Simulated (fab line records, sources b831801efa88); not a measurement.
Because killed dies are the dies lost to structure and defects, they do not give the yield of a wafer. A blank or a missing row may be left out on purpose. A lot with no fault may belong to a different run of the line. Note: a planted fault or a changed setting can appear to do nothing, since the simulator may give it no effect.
Which tool is to blame? ; flow sky130 ; 10 lots with 30 wafers sampled at 7 steps, on a route of 708 steps

== WHAT THE GAUGES SHOWED, per wafer ==
SKY_VIA3_CD_MEAS_12: the cd target is 200 nm. Usual: cd nm at 200.5 nm, with a standard deviation of 1.4.
lot;measured;on;cd nm (nm);flag
L410;day 39 19:26;cd sem-02;200.9 201.0 201.8;
L412;day 40 12:47;cd sem-01;202.1 202.7 201.2;
L415;day 41 00:47;cd sem-02;199.8 201.2 202.0;
L416;day 41 20:20;cd sem-02;199.8 199.0 200.3;
L424;day 43 17:38;cd sem-02;199.9 199.6 200.4;
L426;day 44 14:08;cd sem-01;202.3 201.9 201.3;
L429;day 44 22:19;cd sem-01;199.5 199.2 200.7;
L430;day 45 09:20;cd sem-01;202.4 202.1 203.4;
L431;day 45 14:32;cd sem-02;201.2 201.1 202.2;
L432;day 46 04:16;cd sem-02;199.9 199.9 200.6;

SKY_METAL4_OVL_MEAS_14. Usual: METAL4_OVL gives -1 nm (standard deviation 6.2).
lot;measured;on;METAL4_OVL (nm);flag
L410;day 41 22:29;overlay-02;-1 3 3;
L412;day 42 15:15;overlay-01;1 4 0;
L415;day 43 03:17;overlay-01;4 -1 0;
L416;day 43 21:24;overlay-02;4 2 1;
L424;day 45 15:39;overlay-02;-1 -9 -10;
L426;day 46 10:53;overlay-02;-1 -4 0;
L429;day 46 18:29;overlay-01;-5 -7 -3;
L430;day 47 04:20;overlay-02;-6 -1 5;
L431;day 47 09:41;overlay-01;1 8 5;
L432;day 47 22:30;overlay-02;10 3 9;

SKY_METAL5_THK_MEAS_06: measures by xrf. Usual: METAL5_ALCU_THK gives 1169 nm (standard deviation 11).
lot;measured;on;METAL5_ALCU_THK (nm);flag
L410;day 43 01:44;film metro-01;1154 1161 1159;
L412;day 43 18:00;film metro-02;1177 1188 1188;
L415;day 44 05:26;film metro-02;1183 1168 1164;
L416;day 44 22:26;film metro-01;1160 1153 1166;
L424;day 46 15:08;film metro-04;1300 1317 1312;OFF
L426;day 47 09:31;film metro-04;1305 1302 1312;OFF
L429;day 47 17:07;film metro-01;1163 1158 1160;
L430;day 48 02:06;film metro-01;1159 1175 1164;
L431;day 48 07:51;film metro-04;1171 1177 1174;
L432;day 48 20:01;film metro-04;1164 1171 1181;

SKY_PAD_OPEN_BOW_MEAS_13. Usual: PAD_OPEN_BOW gives 47 um (standard deviation 7.7).
lot;measured;on;PAD_OPEN_BOW (um);flag
L410;day 45 21:48;film metro-03;46 56 59;
L412;day 46 14:34;film metro-03;56 49 53;
L415;day 46 23:59;film metro-02;40 54 41;
L416;day 47 15:13;film metro-02;40 61 31;
L424;day 49 02:35;film metro-04;42 43 46;
L426;day 49 18:48;film metro-04;47 50 39;
L429;day 50 01:07;film metro-04;51 36 54;
L430;day 50 09:22;film metro-04;46 53 53;
L431;day 50 13:23;film metro-04;53 62 50;
L432;day 50 22:39;film metro-03;44 59 44;

== TOOL THAT RAN EACH LOT (tool first, then ch and the chambers of the sampled wafers, then the start) ==
lot;SKY_METAL5_SPUTTER_04;SKY_METAL5_METAL_ETCH_15;SKY_PASSIVATION_ETCH_11
L410;pvd sputter-02, day 43 01:34;rie metal-03 ch 0,1, day 44 00:04;rie diel-04 ch 0,1,3, day 44 22:59
L412;pvd sputter-01, day 43 17:50;rie metal-03 ch 0,1, day 44 16:17;rie diel-04 ch 0,1,3, day 45 14:43
L415;pvd sputter-04, day 44 05:16;rie metal-01 ch 0,1, day 45 02:44;rie diel-03 ch 0,3, day 46 01:34
L416;pvd sputter-02, day 44 22:16;rie metal-03 ch 0, day 45 18:34;rie diel-01 ch 0,1, day 46 16:32
L424;pvd sputter-02, day 46 14:58;rie metal-02 ch 1, day 47 10:28;rie diel-04 ch 0,2,3, day 48 06:28
L426;pvd sputter-02, day 47 09:21;rie metal-01 ch 0,1, day 48 04:13;rie diel-03 ch 0,2,3, day 48 23:35
L429;pvd sputter-01, day 47 16:56;rie metal-01 ch 0,1, day 48 11:25;rie diel-04 ch 1,2,3, day 49 06:19
L430;pvd sputter-04, day 48 01:56;rie metal-03 ch 0,1, day 48 20:07;rie diel-04 ch 0,3, day 49 14:31
L431;pvd sputter-04, day 48 07:40;rie metal-01 ch 1, day 49 01:25;rie diel-03 ch 1,2,3, day 49 18:53
L432;pvd sputter-01, day 48 19:49;rie metal-02 ch 0,1, day 49 13:14;rie diel-01 ch 0,2, day 50 05:58
- SKY_METAL5_SPUTTER_04: material TiN, target thk 70 nm, time 58.3 s.
- SKY_METAL5_METAL_ETCH_15: etches the open film in Cl2/BCl3, stops on SiO2, target depth 1260 nm, time 252 s.
- SKY_PASSIVATION_ETCH_11: etches the open film in CF4/O2, stops on AlCu, target depth 725 nm, time 161.1 s.

== WHAT THE TOOLS THEMSELVES READ (means of the sampled wafers that have a number; where no wafer has one, the mark that the record gives instead) ==
SKY_METAL5_SPUTTER_04. Usual: throttle valve pct at 30.3 %, with a standard deviation of 1.2.
lot;tool;throttle valve pct (%);flag
L410;pvd sputter-02;31.3;
L412;pvd sputter-01;31.6;
L415;pvd sputter-04;29.9;
L416;pvd sputter-02;29.7;
L424;pvd sputter-02;31.3;
L426;pvd sputter-02;30.3;
L429;pvd sputter-01;30.7;
L430;pvd sputter-04;30.1;
L431;pvd sputter-04;29.8;
L432;pvd sputter-01;31.4;

SKY_METAL5_METAL_ETCH_15. Usual: drypump motor current A 5.77 A, standard deviation 0.2; oes product au 0.895 a.u., standard deviation 0.0051; throttle valve pct 22.265 %, standard deviation 0.0096.
lot;tool;drypump motor current A (A);oes product au (a.u.);throttle valve pct (%);flag
L410;rie metal-03;5.71;0.896;22.268;
L412;rie metal-03;5.74;0.889;22.264;
L415;rie metal-01;5.70;0.893;22.262;
L416;rie metal-03;5.72;0.892;22.261;
L424;rie metal-02;5.99;0.878;22.261;OFF
L426;rie metal-01;5.71;0.879;22.273;OFF
L429;rie metal-01;5.89;0.895;22.263;
L430;rie metal-03;5.72;0.890;22.261;
L431;rie metal-01;6.04;0.894;22.271;
L432;rie metal-02;5.90;0.894;22.257;

SKY_PASSIVATION_ETCH_11. Usual: drypump motor current A 5.7 A, standard deviation 0.49; oes product au 0.977 a.u., standard deviation 0.0077; throttle valve pct 5.964 %, standard deviation 0.0098.
lot;tool;drypump motor current A (A);oes product au (a.u.);throttle valve pct (%);flag
L410;rie diel-04;5.4;0.978;5.964;
L412;rie diel-04;5.4;0.976;5.967;
L415;rie diel-03;5.8;0.979;5.972;
L416;rie diel-01;6.0;0.979;5.968;
L424;rie diel-04;5.9;0.935;5.949;OFF
L426;rie diel-03;5.6;0.929;5.947;OFF
L429;rie diel-04;5.4;0.973;5.959;
L430;rie diel-04;5.9;0.969;5.971;
L431;rie diel-03;5.7;0.980;5.963;
L432;rie diel-01;6.1;0.964;5.958;

== THE ANSWER, worked out from the rows above alone ==
Rule: a lot counts as off when the mean over its wafers that have a number is more than 3 standard deviations away from the usual mean. Also off: a lot with no number at a reading for which 4 or more lots have one. Where the step has rows for the other lots, those lots are counted as sound. The gauges are gone through in route order, then the tools' own readings, and for those a lot's mean is taken as printed above. At the first step where some lot is off, the reading lying furthest off is the one used; lots without a number count as furthest.
Off: at SKY_METAL5_THK_MEAS_06 (METAL5_ALCU_THK), L424, L426.
If a tool, at a process step before that reading, ran all the lots that are off and no sound lot after the first of them, it fits. Not tried: the gauges at SKY_METAL5_THK_MEAS_06; whatever is off there is also off at SKY_METAL5_METAL_ETCH_15, on other tools, and gauge error can't account for it. One fits: SKY_METAL5_SPUTTER_04 on pvd sputter-02. A fault onset in the window from L416 (day 44 22:16, its last sound lot) to L424 (day 46 14:58, its first lot off) fits.

== WHAT THE SIMULATOR PUT IN ==
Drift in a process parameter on pvd sputter-02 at SKY_METAL5_SPUTTER_04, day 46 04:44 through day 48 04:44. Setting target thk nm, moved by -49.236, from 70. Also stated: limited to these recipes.
Shown lots that were struck: L424, L426. The rule above found the same.
